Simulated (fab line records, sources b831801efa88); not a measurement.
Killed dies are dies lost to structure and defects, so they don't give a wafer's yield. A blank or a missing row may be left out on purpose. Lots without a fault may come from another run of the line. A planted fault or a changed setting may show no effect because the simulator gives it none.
Split-lot experiment | flow sky130 | 5 lots, 23 wafers read, on a route of 708 steps

THE SPLIT
At SKY_LOCAL_INTERCONNECT_SPUTTER_00 (material TiN, target thk 100 nm, time 83.3 s), the setting time_s was moved away from the recipe's 83.3 s on 9 of the 23 wafers read, by -13.6% to +11.4%. The other wafers ran this setting at the recipe's value.

FROM THE SPLIT TO THE READING: what the file shows between them, 6 steps
- SKY_LOCAL_INTERCONNECT_RS_MEAS_01: measures by four-point-probe
- SKY_LOCAL_INTERCONNECT_THK_MEAS_02: measures by xrf
- SKY_LOCAL_INTERCONNECT_COAT_06: resist thk 450 nm (also split here: spin_rpm)
- SKY_LOCAL_INTERCONNECT_SOFTBAKE_07: time 87.56 s
- SKY_LOCAL_INTERCONNECT_EXPOSE_08: exposes mask LI1M, target cd 170 nm
- SKY_LOCAL_INTERCONNECT_ETCH_13: etches BARC in N2/H2, stops on SiO2, time 45.9 s, target depth 60 nm

THE READING
oes_product_au, in a.u., at SKY_LOCAL_INTERCONNECT_METAL_ETCH_14 (etches TiN in Cl2/BCl3, stops on PSG, target depth 110 nm, time 31.4 s). Fault-free wafers of this fab line usually give 0.938 a.u., standard deviation 0.007 a.u..

wafer  | tool, chamber at the split | time_s as run, s | against the recipe | oes_product_au, a.u. | against lot-mates on the recipe
L074.1 | pvd_sputter-01, -          | 92.78            | +11.4%             | 0.993                | +0.056
L074.2 | pvd_sputter-01, -          | 83.3             | recipe             | 0.936                | -
L074.3 | pvd_sputter-01, -          | 92.78            | +11.4%             | 0.998                | +0.061
L074.5 | pvd_sputter-01, -          | 83.3             | recipe             | 0.938                | -
L074.6 | pvd_sputter-01, -          | 92.78            | +11.4%             | 1.003                | +0.066
L076.1 | pvd_sputter-03, -          | 83.3             | recipe             | 0.932                | -
L076.2 | pvd_sputter-03, -          | 83.3             | recipe             | 0.929                | -
L076.5 | pvd_sputter-03, -          | 83.3             | recipe             | 0.941                | -
L080.2 | pvd_sputter-03, -          | 89.22            | +7.1%              | 0.978                | +0.040
L080.3 | pvd_sputter-03, -          | 89.22            | +7.1%              | 0.983                | +0.045
L080.4 | pvd_sputter-03, -          | 83.3             | recipe             | 0.939                | -
L080.5 | pvd_sputter-03, -          | 89.22            | +7.1%              | 0.988                | +0.050
L080.6 | pvd_sputter-03, -          | 83.3             | recipe             | 0.936                | -
L079.1 | pvd_sputter-01, -          | 83.3             | recipe             | 0.937                | -
L079.2 | pvd_sputter-01, -          | 83.3             | recipe             | 0.923                | -
L079.3 | pvd_sputter-01, -          | 83.3             | recipe             | 0.933                | -
L079.4 | pvd_sputter-01, -          | 83.3             | recipe             | 0.932                | -
L079.5 | pvd_sputter-01, -          | 83.3             | recipe             | 0.935                | -
L083.1 | pvd_sputter-03, -          | 71.94            | -13.6%             | 0.866                | -0.084
L083.2 | pvd_sputter-03, -          | 83.3             | recipe             | 0.950                | -
L083.3 | pvd_sputter-03, -          | 71.94            | -13.6%             | 0.871                | -0.079
L083.5 | pvd_sputter-03, -          | 83.3             | recipe             | 0.950                | -
L083.6 | pvd_sputter-03, -          | 71.94            | -13.6%             | 0.866                | -0.084

THE FIT
A straight line over all 23 wafers: oes_product_au changes by +0.00536 a.u. for each +1% of time_s; r = +0.98; the points scatter about the line by 0.0069 a.u..
The same after taking each lot's own level away (the mean of its wafers on the recipe; 23 wafers): +0.00586 a.u. for each +1%; r = +0.99; scatter 0.0047 a.u..
On that fit, the largest move of time_s shifts the reading by 0.08 a.u..
The lots' own levels span 0.9320 to 0.9500 a.u., that is 2.6 times the standard deviation above.
So the lot-to-lot level changes the slope little: the two slopes agree.
Check: with one of the wafers moved furthest among these (-13.6%) left out of the fit, the line predicts -0.0793 a.u. for it against its lot-mates. It came out at -0.084 a.u. against them.

OTHER SPLITS ON THESE WAFERS
These wafers also went through other splits before the reading. Each is held against what the fit with the lots' levels taken away leaves over:
other split on the same wafers          | wafers away from the commonest value | r with oes_product_au (lot level and that fit taken away)
SKY_LI_CONTACT_EXPOSE_09 dose_mj        | 11                                   | +0.15
SKY_LOCAL_INTERCONNECT_COAT_06 spin_rpm | 8                                    | -0.03

THE WHOLE CHAIN: every reading that the file lists as answering this split, in the file's order
step                                 | what it does                                                           | reading                                                                                      | change (the file's fit)                   | r (the file's)
SKY_LOCAL_INTERCONNECT_SPUTTER_00    | material TiN, target thk 100 nm, time 83.3 s                           | TiN_of_LOCAL_INTERCONNECT_SPUTTER_00.thk_nm (the simulator's own value, which no gauge read) | +1 nm for each +1% of the setting         | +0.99
SKY_LOCAL_INTERCONNECT_RS_MEAS_01    | measures by four-point-probe                                           | LOCAL_INTERCONNECT_TIN_RS                                                                    | -0.154 for each +1% of the setting        | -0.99
SKY_LOCAL_INTERCONNECT_THK_MEAS_02   | measures by xrf                                                        | LOCAL_INTERCONNECT_TIN_THK                                                                   | +1 for each +1% of the setting            | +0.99
SKY_LOCAL_INTERCONNECT_METAL_ETCH_14 | etches TiN in Cl2/BCl3, stops on PSG, target depth 110 nm, time 31.4 s | oes_product_au                                                                               | +0.00587 a.u. for each +1% of the setting | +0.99

THE FILE'S OWN FIT
oes_product_au changes by +0.00587 a.u. for each +1% of time_s, r = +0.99.
